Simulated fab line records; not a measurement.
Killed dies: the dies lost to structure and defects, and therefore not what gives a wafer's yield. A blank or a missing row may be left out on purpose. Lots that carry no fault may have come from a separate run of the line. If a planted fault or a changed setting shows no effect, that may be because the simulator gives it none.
Comparing a struck lot with a sound one :: flow sky130 :: 15 steps out of a route of 708
Sound: the wafers L811.2, L811.4, L811.6. Wafers struck: L810.4, L810.6. The cause is given at the end.
Per side, at each step with rows, come the tool, then ch with its chambers, and then its first start. Under that, the readings that differ: sound wafers :: struck wafers :: difference of the means :: sigmas: that difference in standard deviations of wafers without a fault.
alike: readings whose means differ by less than 2 such deviations, and words and numbers that are the same on both sides. not compared: withheld readings, readings that some wafer has no value for, bounds like >300 that may hide the same value, and numbers for which the record gives no deviation and whose values overlap.
The two part at a step that has a row with sigmas, a row that says differs or no value, or rows on one side only. Numbers that have no deviation but don't overlap get no sigmas and don't part them. A reading that every wafer of one side lacks parts them only if that side has two wafers or more.

first, 2 steps without rows for these wafers: SKY_METAL4_PEB_11; SKY_METAL4_DEVELOP_12 (develop time 60 s).
SKY_METAL4_CD_MEAS_13 targets a cd of 300 nm.
  sound: cdSem-02 at day 49 12:20; struck: cdSem-01 at day 49 17:10
  alike: cdNm
SKY_METAL4_OVL_MEAS_14:
  sound: overlay-01 at day 49 12:27; struck: overlay-02 at day 49 17:14
  alike: METAL4_OVL
SKY_METAL4_DESCUM_15: chemistry O2, time 8 s.
  sound on rieMetal-02 ch 0,1, day 49 12:29; struck on rieMetal-04 ch 0, day 49 17:16
  alike: drypumpMotorCurrentA, oesProductAu
  not compared: rfHoursCounterH
SKY_METAL4_ETCH_16: etches BARC in N2/H2, stops on SiO2, time 88.2 s, target depth 60 nm.
  sound on rieMetal-02 ch 0,1, day 49 12:31; struck on rieMetal-04 ch 0, day 49 17:19
  alike: drypumpMotorCurrentA, oesProductAu, throttleValvePct
  not compared: rfHoursCounterH
SKY_METAL4_ETCH_17: etches SiO2 in C4F8/O2/Ar, stops on TiN, time 3.9 s, target depth 15 nm.
  sound on rieDiel-04 ch 0,1, day 49 12:37; struck on rieDiel-04 ch 0,1, day 49 17:23
  alike: oesProductAu
  not compared: rfHoursCounterH
SKY_METAL4_METAL_ETCH_18: etches the open film in Cl2/BCl3, stops on SiO2, target depth 845 nm, time 183.1 s.
  sound on rieMetal-03 ch 1, day 49 12:41; struck on rieMetal-02 ch 1, day 49 17:35
  alike: drypumpMotorCurrentA, oesProductAu, throttleValvePct
  not compared: rfHoursCounterH
then, 4 steps without rows for these wafers: SKY_METAL4_STRIP_19 (strips in O2/N2); SKY_METAL4_STRIP_20 (strips in post etch residue remover, time 1200 s); SKY_METAL4_CLEAN_21 (cleans in IPA, time 180 s); SKY_METAL4_CLEAN_22 (cleans in O3/DIW).
SKY_VIA4_HDPCVD_00: deposits SiO2, target thk 1750 nm, time 291.7 s.
  sound on hdpcvd-01 ch 0,1, day 49 13:40; struck on hdpcvd-02 ch 1,2, day 49 18:26
reading: model.SiO2_of_VIA4_HDPCVD_00.thkNm (nm)
sound: 1736 1750 1736
struck: 3094 3078
difference: +1345
sigmas: 
SKY_VIA4_THK_MEAS_01:
  sound: filmMetro-01 at day 49 13:51; struck: filmMetro-02 at day 49 18:34
reading: VIA4_HDPCVD_THK (nm)
sound: 1736 1750 1736
struck: 3094 3077
difference: +1345
sigmas: +67
SKY_VIA4_CMP_02: polishes SiO2.
  sound on cmp-02 ch 1,3, day 49 14:11; struck on cmp-02 ch 1, day 49 18:38
  alike: motorCurrentA

## WHERE THEY PART
SKY_VIA4_THK_MEAS_01 only, going by this record. Later steps at which nothing parts them and some readings are alike: SKY_VIA4_CMP_02.

WHY: the cause the simulator had injected
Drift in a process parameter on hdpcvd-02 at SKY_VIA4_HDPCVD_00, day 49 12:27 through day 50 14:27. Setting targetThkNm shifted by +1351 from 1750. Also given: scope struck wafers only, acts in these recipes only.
